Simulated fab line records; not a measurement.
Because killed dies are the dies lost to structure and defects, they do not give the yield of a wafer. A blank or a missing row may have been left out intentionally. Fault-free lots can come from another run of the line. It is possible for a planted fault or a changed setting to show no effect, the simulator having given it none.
Matching of chambers ; flow gf180mcu ; GF_CONTACT_ETCH_16 on rie_diel-01 has 4 sister chambers
The step etches BARC in N2/H2. 8 wafers are shown with their chamber, then 12 later ones without.

EACH WAFER AND ITS CHAMBER
wafer;chamber;drypump_motor_current_A (A);throttle_valve_pct (%)
L085.1;0;6.2;13.215
L086.4;1;5.2;13.215
L088.1;2;6.0;13.234
L088.3;3;6.5;13.225
L088.6;3;6.6;13.222
L090.3;2;6.0;13.211
L090.5;0;6.2;13.218
L090.6;1;5.3;13.232

WAFERS WITHOUT THEIR CHAMBER
wafer;drypump_motor_current_A (A);throttle_valve_pct (%)
L093.1;6.2;13.217
L093.3;6.0;13.227
L093.5;6.5;13.231
L094.1;6.5;13.218
L094.4;5.3;13.214
L094.6;5.2;13.220
L095.1;6.5;13.219
L095.4;5.2;13.222
L095.6;5.2;13.235
L096.1;5.2;13.241
L096.4;6.5;13.234
L096.5;5.2;13.225

EACH ONE'S CHAMBER
wafer;from the rows above;in truth
L093.1;0;0
L093.3;2;2
L093.5;3;3
L094.1;3;3
L094.4;1;1
L094.6;1;1
L095.1;3;3
L095.4;1;1
L095.6;1;1
L096.1;1;1
L096.4;3;3
L096.5;1;1
Placed correctly: 12 of 12. Left unplaced by these rows: 0. Placed wrongly: 0.
How it was worked out, from the rows above alone: a wafer's distance from a chamber is the root of the sum, over the readings, of the square of ((its reading less the chamber's mean) divided by the reading's scatter). If the next closest chamber is less than 2 further off than the closest, the wafer can't be placed; otherwise it belongs to the closest. For every chamber, the mean is computed from those of its wafers that are shown. The scatter is the square root of a quotient: the sum, over the shown wafers, of each reading's squared deviation from its chamber's mean, divided by wafers minus chambers.
